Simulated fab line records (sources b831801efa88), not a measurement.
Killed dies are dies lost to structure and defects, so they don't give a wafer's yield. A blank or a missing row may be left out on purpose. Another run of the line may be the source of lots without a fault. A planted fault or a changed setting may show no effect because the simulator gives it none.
Tool commonality check / flow sky130 / 11 lots, 33 wafers sampled

## WHAT PROMPTED THE OPENING
2 of 11 lots carry a flag on the reading POLY_GATE_CVD_00_THK at SKY_POLY_GATE_THK_MEAS_01. No-fault wafers: 180.3 nm, standard deviation 1.6.
Rule: a lot is flagged when every wafer of it that has a number lies more than 4 standard deviations from that mean, or none has a number. The other lots count as sound.

lot=L432; measured=day 15 05:05; on=film_metro-02; POLY_GATE_CVD_00_THK (nm), wafer by wafer=181.5 179.9 181.1; flag=
lot=L433; measured=day 15 09:11; on=film_metro-01; POLY_GATE_CVD_00_THK (nm), wafer by wafer=181.2 179.9 182.6; flag=
lot=L434; measured=day 15 16:46; on=film_metro-03; POLY_GATE_CVD_00_THK (nm), wafer by wafer=180.5 180.9 178.0; flag=
lot=L435; measured=day 15 23:13; on=film_metro-03; POLY_GATE_CVD_00_THK (nm), wafer by wafer=180.8 177.6 178.1; flag=
lot=L437; measured=day 17 01:29; on=film_metro-02; POLY_GATE_CVD_00_THK (nm), wafer by wafer=182.7 181.0 182.0; flag=
lot=L436; measured=day 17 01:30; on=film_metro-01; POLY_GATE_CVD_00_THK (nm), wafer by wafer=179.4 180.1 180.0; flag=
lot=L439; measured=day 17 17:53; on=film_metro-02; POLY_GATE_CVD_00_THK (nm), wafer by wafer=180.8 182.4 179.6; flag=
lot=L445; measured=day 19 22:25; on=film_metro-01; POLY_GATE_CVD_00_THK (nm), wafer by wafer=87.4 88.2 87.6; flag=FLAGGED
lot=L446; measured=day 19 23:37; on=film_metro-03; POLY_GATE_CVD_00_THK (nm), wafer by wafer=88.7 87.9 87.7; flag=FLAGGED
lot=L449; measured=day 20 23:10; on=film_metro-02; POLY_GATE_CVD_00_THK (nm), wafer by wafer=179.1 180.5 178.8; flag=
lot=L450; measured=day 21 09:08; on=film_metro-01; POLY_GATE_CVD_00_THK (nm), wafer by wafer=181.2 180.1 182.7; flag=
Average over the flagged lots: 87.9 nm; offset from the usual -92.4 nm, equal to -58 standard deviations.

## EACH LOT AND THE TOOL IT RAN ON
The record holds 1 process step before the reading, out of a route of 708 steps. Read each cell as the tool, then ch plus the chambers that the sampled wafers visited, then the start.
lot=L432; flag=; SKY_POLY_GATE_CVD_00=lpcvd-01 ch 0, day 15 03:53
lot=L433; flag=; SKY_POLY_GATE_CVD_00=lpcvd-01 ch 1, day 15 07:22
lot=L434; flag=; SKY_POLY_GATE_CVD_00=lpcvd-01 ch 1, day 15 15:34
lot=L435; flag=; SKY_POLY_GATE_CVD_00=lpcvd-01 ch 1, day 15 21:59
lot=L437; flag=; SKY_POLY_GATE_CVD_00=lpcvd-01 ch 0, day 17 00:17
lot=L436; flag=; SKY_POLY_GATE_CVD_00=lpcvd-01 ch 0, day 17 00:17
lot=L439; flag=; SKY_POLY_GATE_CVD_00=lpcvd-01 ch 0, day 17 16:40
lot=L445; flag=FLAGGED; SKY_POLY_GATE_CVD_00=lpcvd-01 ch 1, day 19 21:13
lot=L446; flag=FLAGGED; SKY_POLY_GATE_CVD_00=lpcvd-01 ch 1, day 19 22:25
lot=L449; flag=; SKY_POLY_GATE_CVD_00=lpcvd-01 ch 0, day 20 21:58
lot=L450; flag=; SKY_POLY_GATE_CVD_00=lpcvd-01 ch 0, day 21 07:55
What is done by these steps:
- SKY_POLY_GATE_CVD_00: deposits poly-Si, target thk 180 nm, time 720 s.
- SKY_POLY_GATE_THK_MEAS_01

## FLAGGED OVER TOTAL, TOOL BY TOOL (the gauges that took the reading come last)
step=SKY_POLY_GATE_CVD_00; tool=lpcvd-01; lots run=11; flagged=2; share of the flagged lots=all; sound lots run after its first flagged lot=2 (L449,L450)
step=SKY_POLY_GATE_THK_MEAS_01; tool=film_metro-01; lots run=4; flagged=1; share of the flagged lots=some; sound lots run after its first flagged lot=1 (L450)
step=SKY_POLY_GATE_THK_MEAS_01; tool=film_metro-02; lots run=4; flagged=0; share of the flagged lots=none; sound lots run after its first flagged lot=-
step=SKY_POLY_GATE_THK_MEAS_01; tool=film_metro-03; lots run=3; flagged=1; share of the flagged lots=some; sound lots run after its first flagged lot=0

## THE TABLE: WHAT IT ALLOWS
Rows of the table that ran each flagged lot: 1, that is lpcvd-01 at SKY_POLY_GATE_CVD_00.
- lpcvd-01 at SKY_POLY_GATE_CVD_00 ran 11 lots, 2 of them flagged. Lots that were sound ran on it after the first flagged one (L449, L450); a persistent fault on the entire tool would not allow that. Its own readings (spike_tc_bottom_C, spike_tc_centre_C, spike_tc_lower_C, spike_tc_top_C, spike_tc_upper_C, susceptor_temp_C) fall more than 4 standard deviations out on all wafers of the flagged lots.
There is no row in the table that ran each flagged lot and no sound lot after the first.

## WHAT THE SIMULATOR HAD PUT IN
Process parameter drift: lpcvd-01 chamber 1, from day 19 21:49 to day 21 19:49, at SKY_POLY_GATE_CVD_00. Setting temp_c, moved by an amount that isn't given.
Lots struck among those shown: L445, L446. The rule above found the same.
